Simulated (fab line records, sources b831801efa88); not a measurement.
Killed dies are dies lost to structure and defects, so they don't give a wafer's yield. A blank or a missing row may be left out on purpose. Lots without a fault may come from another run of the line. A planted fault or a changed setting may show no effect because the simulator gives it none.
Which tool did it? | flow gf180mcu | 7 lots, 21 wafers sampled, at 2 steps of a route of 602

WHAT THE GAUGES READ, wafer by wafer
GF_M2_OVL_MEAS_15.
lot  | measured     | on         | M2_OVL (nm)
L336 | day 19 20:09 | overlay-02 | 0 -6 -8
L339 | day 21 05:37 | overlay-02 | -1 0 -3
L341 | day 21 19:49 | overlay-02 | -8 -11 -6
L345 | day 23 11:46 | overlay-02 | -23 -4 -10
L353 | day 25 21:37 | overlay-01 | 8 -5 2
L355 | day 26 10:31 | overlay-01 | 3 4 6
L357 | day 27 06:22 | overlay-01 | -16 -13 -15

WHICH TOOL RAN EACH LOT (tool, then ch and the chambers of the sampled wafers, then the start)
lot  | GF_M2_SPUTTER_02
L336 | pvd_sputter-04, day 18 18:48
L339 | pvd_sputter-04, day 20 05:15
L341 | pvd_sputter-02, day 20 19:35
L345 | pvd_sputter-04, day 22 12:24
L353 | pvd_sputter-02, day 25 00:29
L355 | pvd_sputter-01, day 25 13:29
L357 | pvd_sputter-04, day 26 09:34
- GF_M2_SPUTTER_02: material AlCu, target thk 450 nm, time 23.9 s.

THE ANSWER, worked out from the rows above alone
Rule: what is usual is taken from the lots themselves. Put in order of their means at a reading, lots are off if they are a third of the lots or fewer, leave a main group of 4 or more, and stand apart from it by a gap of 3 or more times the standard deviation of the main group's means; of several such gaps the widest counts. A main group whose means are all the same, to the digits that the tables above print for the reading, isn't used. A lot without any number at a reading at which 4 lots or more have one is off too. The other lots that the step has rows for count as sound.
No lot is off at any reading shown: from this, nothing can be told.

WHAT THE SIMULATOR HAD PUT IN
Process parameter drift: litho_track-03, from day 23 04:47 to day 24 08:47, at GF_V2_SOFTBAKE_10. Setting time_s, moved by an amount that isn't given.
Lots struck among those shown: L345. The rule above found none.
